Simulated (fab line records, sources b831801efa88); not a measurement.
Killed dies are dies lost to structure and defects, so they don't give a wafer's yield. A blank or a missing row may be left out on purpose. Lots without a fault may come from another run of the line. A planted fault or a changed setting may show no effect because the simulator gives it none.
Which tool did it? | flow sky130 | 11 lots, 33 wafers sampled, at 3 steps of a route of 708

WHAT THE GAUGES READ, wafer by wafer
SKY_SONOS_ONO_CD_MEAS_13: target cd 410 nm. Usual: cd_nm 410.1 nm, standard deviation 2.4.
lot  | measured     | on        | cd_nm (nm)        | flag
L333 | day 14 20:26 | cd_sem-01 | 412.7 412.3 410.3 |
L335 | day 14 22:19 | cd_sem-01 | 411.2 409.3 408.8 |
L334 | day 14 22:27 | cd_sem-01 | 408.9 409.9 409.7 |
L338 | day 15 01:01 | cd_sem-01 | 407.7 410.1 410.4 |
L340 | day 15 02:47 | cd_sem-01 | 411.9 412.5 410.7 |
L343 | day 21 04:26 | cd_sem-01 | 407.7 412.2 410.1 |
L348 | day 21 20:52 | cd_sem-02 | 410.2 408.8 410.5 |
L347 | day 21 22:38 | cd_sem-02 | 411.7 415.5 414.6 |
L345 | day 22 01:07 | cd_sem-01 | 409.5 409.3 409.6 |
L352 | day 22 06:10 | cd_sem-01 | 411.3 411.7 411.7 |
L351 | day 22 08:40 | cd_sem-01 | 407.7 408.6 409.5 |

SKY_POLY_GATE_CD_MEAS_13: target cd 150 nm. Usual: cd_nm 150.1 nm, standard deviation 0.95.
lot  | measured     | on        | cd_nm (nm)        | flag
L333 | day 18 18:59 | cd_sem-01 | 148.8 149.8 150.1 |
L335 | day 18 23:44 | cd_sem-01 | 149.9 148.7 148.7 |
L334 | day 18 23:01 | cd_sem-01 | 150.4 149.6 150.4 |
L338 | day 19 02:07 | cd_sem-01 | 151.1 150.3 151.8 |
L340 | day 19 07:07 | cd_sem-02 | 150.9 150.9 149.8 |
L343 | day 25 06:28 | cd_sem-01 | 150.2 150.6 149.6 |
L348 | day 25 22:34 | cd_sem-02 | 151.2 150.6 150.5 |
L347 | day 26 02:43 | cd_sem-02 | 149.3 150.2 149.2 |
L345 | day 26 04:44 | cd_sem-02 | 149.5 150.4 149.2 |
L352 | day 26 09:47 | cd_sem-01 | 150.6 151.2 149.2 |
L351 | day 26 11:35 | cd_sem-01 | 151.6 150.5 150.5 |

WHICH TOOL RAN EACH LOT (tool, then ch and the chambers of the sampled wafers, then the start)
lot  | SKY_GATE_OXIDE_STRIP_13
L333 | plasma_asher-01 ch 0,1, day 16 01:38
L335 | plasma_asher-03 ch 0,1, day 16 04:29
L334 | plasma_asher-04 ch 0,1, day 16 05:14
L338 | plasma_asher-03 ch 0,1, day 16 06:11
L340 | plasma_asher-04 ch 0,1, day 16 10:19
L343 | plasma_asher-04 ch 0,1, day 22 13:26
L348 | plasma_asher-03 ch 0,1, day 23 05:32
L347 | plasma_asher-04 ch 0,1, day 23 07:19
L345 | plasma_asher-04 ch 0,1, day 23 10:08
L352 | plasma_asher-04 ch 0,1, day 23 15:39
L351 | plasma_asher-01 ch 0,1, day 23 17:48
- SKY_GATE_OXIDE_STRIP_13: strips in O2/N2.

WHAT THE TOOLS THEMSELVES READ (means of the sampled wafers that have a number; where no wafer has one, the mark that the record gives instead)
SKY_GATE_OXIDE_STRIP_13. Usual: chamber_pressure_mTorr 1499.9 mTorr, standard deviation 1.3; drypump_motor_current_A 5.69 A, standard deviation 0.25; oes_product_au 0.715 a.u., standard deviation 0.0044; strip_time_to_endpoint_s 14.19 s, standard deviation 0.034.
lot  | tool            | chamber_pressure_mTorr (mTorr) | drypump_motor_current_A (A) | oes_product_au (a.u.) | strip_time_to_endpoint_s (s) | flag
L333 | plasma_asher-01 | 1500.2                         | 5.87                        | 0.717                 | 14.18                        |
L335 | plasma_asher-03 | 1499.6                         | 5.34                        | 0.715                 | 14.16                        |
L334 | plasma_asher-04 | 1498.7                         | 5.81                        | 0.713                 | 14.24                        |
L338 | plasma_asher-03 | 1500.3                         | 5.35                        | 0.711                 | 14.17                        |
L340 | plasma_asher-04 | 1499.7                         | 5.80                        | 0.712                 | 14.21                        |
L343 | plasma_asher-04 | 1499.7                         | 5.79                        | 0.715                 | 14.15                        |
L348 | plasma_asher-03 | 1501.2                         | 5.24                        | 0.712                 | 14.14                        |
L347 | plasma_asher-04 | 1499.5                         | 5.80                        | 0.712                 | 14.16                        |
L345 | plasma_asher-04 | 1499.8                         | 5.80                        | 0.709                 | 14.17                        |
L352 | plasma_asher-04 | 1498.1                         | 5.80                        | 0.716                 | 14.20                        |
L351 | plasma_asher-01 | 1500.9                         | 5.81                        | 0.716                 | 14.22                        |

THE ANSWER, worked out from the rows above alone
Rule: a lot is off if the mean of its wafers that have a number lies more than 3 standard deviations from the usual mean. A lot without any number at a reading at which 4 lots or more have one is off too. The other lots that the step has rows for count as sound. The gauges are gone through in route order, then the tools' own readings, and for those a lot's mean is taken as printed above. The first step at which some lot is off is used, and at that step the reading that is off furthest; a lot without a number counts as furthest.
No lot is off at any reading shown: from this, nothing can be told.

WHAT THE SIMULATOR HAD PUT IN
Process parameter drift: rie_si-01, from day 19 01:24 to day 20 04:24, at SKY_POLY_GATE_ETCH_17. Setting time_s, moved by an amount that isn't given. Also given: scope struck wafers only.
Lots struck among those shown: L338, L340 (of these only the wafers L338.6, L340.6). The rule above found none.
